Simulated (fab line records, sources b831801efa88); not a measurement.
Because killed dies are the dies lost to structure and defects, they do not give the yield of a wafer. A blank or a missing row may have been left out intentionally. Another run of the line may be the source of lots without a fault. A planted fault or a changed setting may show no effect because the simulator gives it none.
Problem report, 8D (eight disciplines) form, completed by code :: flow gf180mcu :: the parts of the form that need people (team, actions taken, sign-off) are left out

1. WHAT IS WRONG
Mean of developerTempC at GF_V5_DEVELOP_13: 21.84 C across 6 wafers in 2 lots; on wafers with no fault it is 20.99 C (standard deviation 0.12). That puts it +7.1 standard deviations away from the usual mean.
The step: develop time 60 s.
The first sign was on wafer L755.1 at day 30 01:19, on lithoTrack-03. The record has a number at this step for 36 wafers belonging to 12 lots. The rule behind "out" and "out of limits": a value lying over 4 standard deviations away from the usual mean. Any other wafer with a number is counted as sound.

2. WHAT IT IS AND WHAT IT IS NOT
question: which readings at this step
is: developerTempC
is not: -

question: which lots
is: L755, L756
is not: L749, L750, L753, L762, L765, L766, L767, L768, L769, L770

question: which wafers of those lots
is: all that have a number
is not: -

question: read on which tools
is: lithoTrack-03
is not: lithoTrack-01, lithoTrack-02

question: when
is: from day 30 01:19
is not: up to then (9 sound wafers); but 21 sound wafers of L762, L765, L766, L767, L768, L769, L770 came after

3. SUSPECTS, AND WHAT RULES EACH OUT
Counting: a tool stays on the suspect list if, at a process step up to the reading, it processed all lots that are out and no sound lot following the first of them.
- plasmaAsher-01 at GF_MIM_STRIP_20 (strips in O2/N2): ruled out as a lasting fault. Sound lots L766 ran on it after its first lot that is out, L755 (day 28 09:05).
- lithoTrack-03 at GF_V5_DEVELOP_13 (develop time 60 s): ruled out as a lasting fault. Sound lots L766, L767, L769, L770 ran on it after its first lot that is out, L755 (day 30 01:19).
Left after counting: nothing in the record.

4. THE CAUSE (what the simulator had put in)
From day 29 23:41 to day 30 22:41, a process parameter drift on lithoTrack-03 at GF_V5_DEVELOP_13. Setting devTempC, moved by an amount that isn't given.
Counting ruled it out, wrongly.

5. THE EFFECT CHAIN, in route order
Rows list readings where the struck wafers' mean (over those with a number) sits beyond 3 standard deviations from the usual. Only readings whose record carries a usual standard deviation are examined. hours: median over the lots of the time between each lot's start at the first step of this table that gives one and its start at this step. sigmas: the change, counted in usual standard deviations.
hours: 0
step: GF_V5_DEVELOP_13
reading: developerTempC
usual: 20.99 C
on struck wafers: 21.84
change: +0.86
sigmas: +7.1
The process steps in it:
- GF_V5_DEVELOP_13: develop time 60 s.

6. HOW IT WOULD HAVE BEEN CAUGHT EARLIER
First out-of-limits reading in this record: day 30 01:19, which is 2 hours after fault onset at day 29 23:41.
